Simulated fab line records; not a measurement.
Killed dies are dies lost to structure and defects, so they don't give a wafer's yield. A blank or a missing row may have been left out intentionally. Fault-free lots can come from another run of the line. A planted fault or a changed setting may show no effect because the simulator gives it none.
Which tool did it? || flow gf180mcu || 13 lots with 39 wafers sampled at 6 steps, on a route of 602 steps

== WHAT EACH GAUGE READ, for each wafer ==
GF_POLY_GATE_OVL_MEAS_11. Usual: for POLY_GATE_OVL the level is 3 nm and the standard deviation is 5.5.
{"lot": "L151", "measured": "day 9 15:45", "on": "overlay-02", "POLY_GATE_OVL (nm)": "-2 -9 -3", "flag": ""}
{"lot": "L152", "measured": "day 9 17:06", "on": "overlay-01", "POLY_GATE_OVL (nm)": "6 6 14", "flag": ""}
{"lot": "L153", "measured": "day 10 01:40", "on": "overlay-02", "POLY_GATE_OVL (nm)": "17 3 10", "flag": ""}
{"lot": "L154", "measured": "day 10 11:06", "on": "overlay-02", "POLY_GATE_OVL (nm)": "2 -3 -3", "flag": ""}
{"lot": "L157", "measured": "day 11 06:39", "on": "overlay-01", "POLY_GATE_OVL (nm)": "6 3 4", "flag": ""}
{"lot": "L162", "measured": "day 12 21:34", "on": "overlay-02", "POLY_GATE_OVL (nm)": "5 6 8", "flag": ""}
{"lot": "L163", "measured": "day 13 02:43", "on": "overlay-01", "POLY_GATE_OVL (nm)": "-5 -1 16", "flag": ""}
{"lot": "L164", "measured": "day 13 08:30", "on": "overlay-01", "POLY_GATE_OVL (nm)": "1 1 2", "flag": ""}
{"lot": "L166", "measured": "day 13 18:51", "on": "overlay-02", "POLY_GATE_OVL (nm)": "12 6 9", "flag": ""}
{"lot": "L168", "measured": "day 14 13:54", "on": "overlay-02", "POLY_GATE_OVL (nm)": "-3 3 -1", "flag": ""}
{"lot": "L171", "measured": "day 15 18:17", "on": "overlay-01", "POLY_GATE_OVL (nm)": "-1 7 12", "flag": ""}
{"lot": "L172", "measured": "day 16 03:40", "on": "overlay-01", "POLY_GATE_OVL (nm)": "11 6 1", "flag": ""}
{"lot": "L173", "measured": "day 16 11:07", "on": "overlay-01", "POLY_GATE_OVL (nm)": "9 3 0", "flag": ""}

GF_POLY_GATE_THK_MEAS_17. Usual: for POLY_GATE_OXIDATION_THK the level is 3.96 nm and the standard deviation is 0.08.
{"lot": "L151", "measured": "day 9 17:19", "on": "film metro-03", "POLY_GATE_OXIDATION_THK (nm)": "4.06 4.00 4.02", "flag": ""}
{"lot": "L152", "measured": "day 9 18:39", "on": "film metro-01", "POLY_GATE_OXIDATION_THK (nm)": "3.98 4.04 4.05", "flag": ""}
{"lot": "L153", "measured": "day 10 03:13", "on": "film metro-01", "POLY_GATE_OXIDATION_THK (nm)": "4.02 4.04 4.10", "flag": ""}
{"lot": "L154", "measured": "day 10 12:51", "on": "film metro-04", "POLY_GATE_OXIDATION_THK (nm)": "4.02 4.01 4.00", "flag": ""}
{"lot": "L157", "measured": "day 11 08:46", "on": "film metro-03", "POLY_GATE_OXIDATION_THK (nm)": "3.85 3.86 3.96", "flag": ""}
{"lot": "L162", "measured": "day 12 23:14", "on": "film metro-03", "POLY_GATE_OXIDATION_THK (nm)": "3.98 4.03 4.00", "flag": ""}
{"lot": "L163", "measured": "day 13 04:23", "on": "film metro-04", "POLY_GATE_OXIDATION_THK (nm)": "3.97 3.94 4.03", "flag": ""}
{"lot": "L164", "measured": "day 13 12:18", "on": "film metro-04", "POLY_GATE_OXIDATION_THK (nm)": "4.01 3.93 3.87", "flag": ""}
{"lot": "L166", "measured": "day 13 20:26", "on": "film metro-04", "POLY_GATE_OXIDATION_THK (nm)": "4.09 4.07 4.07", "flag": ""}
{"lot": "L168", "measured": "day 14 15:46", "on": "film metro-01", "POLY_GATE_OXIDATION_THK (nm)": "4.03 3.99 4.02", "flag": ""}
{"lot": "L171", "measured": "day 15 19:49", "on": "film metro-04", "POLY_GATE_OXIDATION_THK (nm)": "3.87 3.97 3.98", "flag": ""}
{"lot": "L172", "measured": "day 16 05:13", "on": "film metro-03", "POLY_GATE_OXIDATION_THK (nm)": "3.87 3.96 3.79", "flag": ""}
{"lot": "L173", "measured": "day 16 13:43", "on": "film metro-03", "POLY_GATE_OXIDATION_THK (nm)": "3.87 3.87 3.92", "flag": ""}

GF_HV_LDD_OVL_MEAS_32. Usual: for HV_LDD_02_OVL the level is 1.0 nm and the standard deviation is 1.5.
{"lot": "L151", "measured": "day 12 00:54", "on": "overlay-02", "HV_LDD_02_OVL (nm)": "1.3 0.8 1.4", "flag": ""}
{"lot": "L152", "measured": "day 12 02:11", "on": "overlay-02", "HV_LDD_02_OVL (nm)": "1.4 1.2 0.5", "flag": ""}
{"lot": "L153", "measured": "day 12 11:28", "on": "overlay-01", "HV_LDD_02_OVL (nm)": "2.6 1.5 4.0", "flag": ""}
{"lot": "L154", "measured": "day 12 21:57", "on": "overlay-02", "HV_LDD_02_OVL (nm)": "0.8 0.7 2.3", "flag": ""}
{"lot": "L157", "measured": "day 13 19:06", "on": "overlay-01", "HV_LDD_02_OVL (nm)": "4.4 3.5 3.5", "flag": ""}
{"lot": "L162", "measured": "day 15 12:27", "on": "overlay-02", "HV_LDD_02_OVL (nm)": "1.0 2.3 -0.9", "flag": ""}
{"lot": "L163", "measured": "day 15 19:33", "on": "overlay-02", "HV_LDD_02_OVL (nm)": "-0.4 -0.7 -1.1", "flag": ""}
{"lot": "L164", "measured": "day 16 04:45", "on": "overlay-02", "HV_LDD_02_OVL (nm)": "-2.0 -0.3 -0.9", "flag": ""}
{"lot": "L166", "measured": "day 16 13:47", "on": "overlay-01", "HV_LDD_02_OVL (nm)": "2.6 2.6 2.8", "flag": ""}
{"lot": "L168", "measured": "day 17 10:24", "on": "overlay-02", "HV_LDD_02_OVL (nm)": "-2.4 -1.3 -1.8", "flag": ""}
{"lot": "L171", "measured": "day 18 16:14", "on": "overlay-02", "HV_LDD_02_OVL (nm)": "1.6 1.1 2.8", "flag": ""}
{"lot": "L172", "measured": "day 19 03:15", "on": "overlay-01", "HV_LDD_02_OVL (nm)": "3.0 0.9 1.7", "flag": ""}
{"lot": "L173", "measured": "day 19 12:18", "on": "overlay-02", "HV_LDD_02_OVL (nm)": "-1.7 -0.9 -1.0", "flag": ""}

GF_HV_LDD_TW_MEAS_38. Usual: for HV_LDD_3_TW the level is 1444 and the standard deviation is 6.7.
{"lot": "L151", "measured": "day 12 01:38", "on": "film metro-03", "HV_LDD_3_TW": "1429 1438 1445", "flag": ""}
{"lot": "L152", "measured": "day 12 02:56", "on": "film metro-04", "HV_LDD_3_TW": "1452 1449 1447", "flag": ""}
{"lot": "L153", "measured": "day 12 12:12", "on": "film metro-03", "HV_LDD_3_TW": "1442 1446 1444", "flag": ""}
{"lot": "L154", "measured": "day 12 22:41", "on": "film metro-03", "HV_LDD_3_TW": "1438 1444 1433", "flag": ""}
{"lot": "L157", "measured": "day 13 19:50", "on": "film metro-02", "HV_LDD_3_TW": "1443 1445 1452", "flag": ""}
{"lot": "L162", "measured": "day 15 13:11", "on": "film metro-03", "HV_LDD_3_TW": "1439 1445 1444", "flag": ""}
{"lot": "L163", "measured": "day 15 20:17", "on": "film metro-04", "HV_LDD_3_TW": "1407 1413 1410", "flag": "OFF"}
{"lot": "L164", "measured": "day 16 05:29", "on": "film metro-03", "HV_LDD_3_TW": "1411 1402 1413", "flag": "OFF"}
{"lot": "L166", "measured": "day 16 14:31", "on": "film metro-02", "HV_LDD_3_TW": "1445 1441 1440", "flag": ""}
{"lot": "L168", "measured": "day 17 11:08", "on": "film metro-03", "HV_LDD_3_TW": "1438 1450 1439", "flag": ""}
{"lot": "L171", "measured": "day 18 16:59", "on": "film metro-03", "HV_LDD_3_TW": "1442 1445 1446", "flag": ""}
{"lot": "L172", "measured": "day 19 03:59", "on": "film metro-03", "HV_LDD_3_TW": "1429 1432 1432", "flag": ""}
{"lot": "L173", "measured": "day 19 13:02", "on": "film metro-04", "HV_LDD_3_TW": "1432 1437 1436", "flag": ""}

GF_HV_LDD_RS_MEAS_53: measurement is done with a four-point probe. Usual: for HV_LDD_RS the level is 418.4 ohm/sq and the standard deviation is 1.
{"lot": "L151", "measured": "day 12 21:16", "on": "film metro-03", "HV_LDD_RS (ohm/sq)": "418.6 418.7 418.8", "flag": ""}
{"lot": "L152", "measured": "day 12 22:43", "on": "film metro-04", "HV_LDD_RS (ohm/sq)": "417.9 417.2 416.1", "flag": ""}
{"lot": "L153", "measured": "day 13 08:04", "on": "film metro-03", "HV_LDD_RS (ohm/sq)": "416.9 416.8 416.5", "flag": ""}
{"lot": "L154", "measured": "day 13 18:37", "on": "film metro-04", "HV_LDD_RS (ohm/sq)": "419.2 419.0 418.6", "flag": ""}
{"lot": "L157", "measured": "day 14 16:44", "on": "film metro-02", "HV_LDD_RS (ohm/sq)": "417.0 418.3 418.8", "flag": ""}
{"lot": "L162", "measured": "day 16 11:43", "on": "film metro-02", "HV_LDD_RS (ohm/sq)": "417.9 418.5 419.4", "flag": ""}
{"lot": "L163", "measured": "day 16 18:38", "on": "film metro-02", "HV_LDD_RS (ohm/sq)": "373.1 372.7 373.0", "flag": "OFF"}
{"lot": "L164", "measured": "day 17 04:34", "on": "film metro-04", "HV_LDD_RS (ohm/sq)": "373.8 375.1 373.6", "flag": "OFF"}
{"lot": "L166", "measured": "day 17 14:01", "on": "film metro-04", "HV_LDD_RS (ohm/sq)": "417.5 419.0 418.3", "flag": ""}
{"lot": "L168", "measured": "day 18 10:46", "on": "film metro-02", "HV_LDD_RS (ohm/sq)": "417.4 417.1 417.8", "flag": ""}
{"lot": "L171", "measured": "day 19 17:38", "on": "film metro-04", "HV_LDD_RS (ohm/sq)": "418.2 418.3 418.6", "flag": ""}
{"lot": "L172", "measured": "day 20 05:11", "on": "film metro-04", "HV_LDD_RS (ohm/sq)": "418.1 419.1 418.7", "flag": ""}
{"lot": "L173", "measured": "day 20 14:26", "on": "film metro-04", "HV_LDD_RS (ohm/sq)": "418.4 418.0 417.9", "flag": ""}

== EACH LOT AND THE TOOL THAT RAN IT (in order: tool; ch and the chambers of the sampled wafers; start) ==
{"lot": "L151", "GF_HV_LDD_IMPLANT_34": "implanter-01 ch 0, day 12 01:05"}
{"lot": "L152", "GF_HV_LDD_IMPLANT_34": "implanter-04 ch 0, day 12 02:23"}
{"lot": "L153", "GF_HV_LDD_IMPLANT_34": "implanter-03 ch 0, day 12 11:41"}
{"lot": "L154", "GF_HV_LDD_IMPLANT_34": "implanter-04 ch 0, day 12 22:08"}
{"lot": "L157", "GF_HV_LDD_IMPLANT_34": "implanter-01 ch 0, day 13 19:19"}
{"lot": "L162", "GF_HV_LDD_IMPLANT_34": "implanter-01 ch 0, day 15 12:38"}
{"lot": "L163", "GF_HV_LDD_IMPLANT_34": "implanter-03 ch 0, day 15 19:46"}
{"lot": "L164", "GF_HV_LDD_IMPLANT_34": "implanter-03 ch 0, day 16 04:58"}
{"lot": "L166", "GF_HV_LDD_IMPLANT_34": "implanter-01 ch 0, day 16 13:58"}
{"lot": "L168", "GF_HV_LDD_IMPLANT_34": "implanter-01 ch 0, day 17 10:36"}
{"lot": "L171", "GF_HV_LDD_IMPLANT_34": "implanter-01 ch 0, day 18 16:28"}
{"lot": "L172", "GF_HV_LDD_IMPLANT_34": "implanter-04 ch 0, day 19 03:28"}
{"lot": "L173", "GF_HV_LDD_IMPLANT_34": "implanter-03 ch 0, day 19 12:29"}
- GF_HV_LDD_IMPLANT_34

== WHAT THE TOOLS THEMSELVES READ (means of the sampled wafers that have a number; where no wafer has one, the mark that the record gives instead) ==
GF_HV_LDD_IMPLANT_34. Usual: beam energy keV 60.000, standard deviation 0.018; rotation deg 90.000 degrees, standard deviation 0.024; tilt deg 29.999 degrees, standard deviation 0.022.
{"lot": "L151", "tool": "implanter-01", "beam energy keV": 60.017, "rotation deg (degrees)": 89.980, "tilt deg (degrees)": 29.971, "flag": ""}
{"lot": "L152", "tool": "implanter-04", "beam energy keV": 59.998, "rotation deg (degrees)": 90.050, "tilt deg (degrees)": 30.000, "flag": ""}
{"lot": "L153", "tool": "implanter-03", "beam energy keV": 60.002, "rotation deg (degrees)": 90.022, "tilt deg (degrees)": 30.000, "flag": ""}
{"lot": "L154", "tool": "implanter-04", "beam energy keV": 60.001, "rotation deg (degrees)": 90.002, "tilt deg (degrees)": 30.012, "flag": ""}
{"lot": "L157", "tool": "implanter-01", "beam energy keV": 59.998, "rotation deg (degrees)": 89.987, "tilt deg (degrees)": 30.011, "flag": ""}
{"lot": "L162", "tool": "implanter-01", "beam energy keV": 59.999, "rotation deg (degrees)": 90.010, "tilt deg (degrees)": 30.017, "flag": ""}
{"lot": "L163", "tool": "implanter-03", "beam energy keV": 60.002, "rotation deg (degrees)": 89.975, "tilt deg (degrees)": -0.018, "flag": "OFF"}
{"lot": "L164", "tool": "implanter-03", "beam energy keV": 59.979, "rotation deg (degrees)": 90.023, "tilt deg (degrees)": -0.018, "flag": "OFF"}
{"lot": "L166", "tool": "implanter-01", "beam energy keV": 59.985, "rotation deg (degrees)": 89.981, "tilt deg (degrees)": 30.016, "flag": ""}
{"lot": "L168", "tool": "implanter-01", "beam energy keV": 60.006, "rotation deg (degrees)": 89.986, "tilt deg (degrees)": 29.984, "flag": ""}
{"lot": "L171", "tool": "implanter-01", "beam energy keV": 59.997, "rotation deg (degrees)": 89.993, "tilt deg (degrees)": 29.987, "flag": ""}
{"lot": "L172", "tool": "implanter-04", "beam energy keV": 59.987, "rotation deg (degrees)": 90.035, "tilt deg (degrees)": 30.003, "flag": ""}
{"lot": "L173", "tool": "implanter-03", "beam energy keV": 60.019, "rotation deg (degrees)": 89.984, "tilt deg (degrees)": 30.004, "flag": ""}

== THE ANSWER, worked out from the rows above alone ==
Rule: lot off if the mean of its wafers having a number is beyond 3 standard deviations from the usual mean. Also off: a lot with no number at a reading for which 4 or more lots have one. The other lots that the step has rows for count as sound. The gauges are gone through in route order, then the tools' own readings, and for those a lot's mean is taken as printed above. The first step at which some lot is off is used, and at that step the reading that is off furthest; a lot without a number counts as furthest.
Off: at GF_HV_LDD_TW_MEAS_38 (HV_LDD_3_TW), L163, L164.
A tool fits if, at a process step before that reading, it ran every lot that is off, and no sound lot after the first of them. Not tried: the gauges at GF_HV_LDD_TW_MEAS_38; whatever is off there is also off at GF_HV_LDD_IMPLANT_34, on other tools, and gauge error can't account for it. Of those tried, none fits.

== WHAT THE SIMULATOR PUT IN ==
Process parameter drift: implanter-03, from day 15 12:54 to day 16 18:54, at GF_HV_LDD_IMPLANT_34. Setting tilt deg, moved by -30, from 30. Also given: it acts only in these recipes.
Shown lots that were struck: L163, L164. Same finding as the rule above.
